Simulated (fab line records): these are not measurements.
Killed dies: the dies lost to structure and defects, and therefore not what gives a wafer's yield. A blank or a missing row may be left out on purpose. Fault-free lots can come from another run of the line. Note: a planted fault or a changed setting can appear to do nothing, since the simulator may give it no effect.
One fault through the eyes of 2 desks    flow gf180mcu    only its own numbers are on each desk; what lay behind them is given at the end

## FOR THE TOOL OWNER'S DESK: pvdSputter-03
The tool's own readings at GF_M4_SPUTTER_02 (material AlCu, target thk 450 nm, time 23.9 s): means of the sampled wafers that have a number, for each lot that ran on this tool. Marked OUT: a lot whose mean sits more than 4 standard deviations from the usual mean, which makes it out of limits; the brackets give that distance.
Columns: A = chamberPressurePa at GF_M4_SPUTTER_02, usual 0.4000 Pa; B = throttleValvePct at GF_M4_SPUTTER_02, usual 29.9 %
lot   first seen here  A                 B
L311  day 23 09:08     0.4004            29.5
L316  day 25 07:40     0.4102 (+13) OUT  28.9
This desk's finding: out of limits on L316; first on L316, day 25 07:40 (chamberPressurePa at GF_M4_SPUTTER_02). In limits: L311.

## FROM THE METROLOGY DESK
Lot by lot, what the gauges showed, no matter which tool ran the lot: averages of those sampled wafers that carry a number. Marked OUT: a lot whose mean sits more than 4 standard deviations from the usual mean, which makes it out of limits; the brackets give that distance.
Columns: A = V3_W_RS at GF_V3_RS_MEAS_24, usual 0.325 ohm/sq; B = V3_W_THK at GF_V3_THK_MEAS_25, usual 351 nm
lot   first seen here  A      B
L311  day 23 08:32     0.322  353
L313  day 24 07:26     0.320  358
L316  day 25 07:04     0.330  343
L322  day 27 04:56     0.328  350
L326  day 28 07:02     0.323  352
This desk's finding: nothing out of limits on any of the 5 lots.

## PUT TOGETHER
The tool owner's desk could have raised an alarm at day 25 07:40, on L316.
Nothing out of limits was seen by the metrology desk.
The metrology desk holds a record of L316, inside its limits.
The lots listed all ran GF_M4_SPUTTER_02 on pvdSputter-03.

## WHAT THE SIMULATOR HAD PUT IN
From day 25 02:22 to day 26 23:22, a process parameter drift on pvdSputter-03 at GF_M4_SPUTTER_02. Setting chamberPressurePa shifted by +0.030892 from 0.4. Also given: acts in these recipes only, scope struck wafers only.
Lots struck among those shown: L316.
Delay in hours, fault start to first out-of-limits reading, by desk: the tool owner's desk at 5.
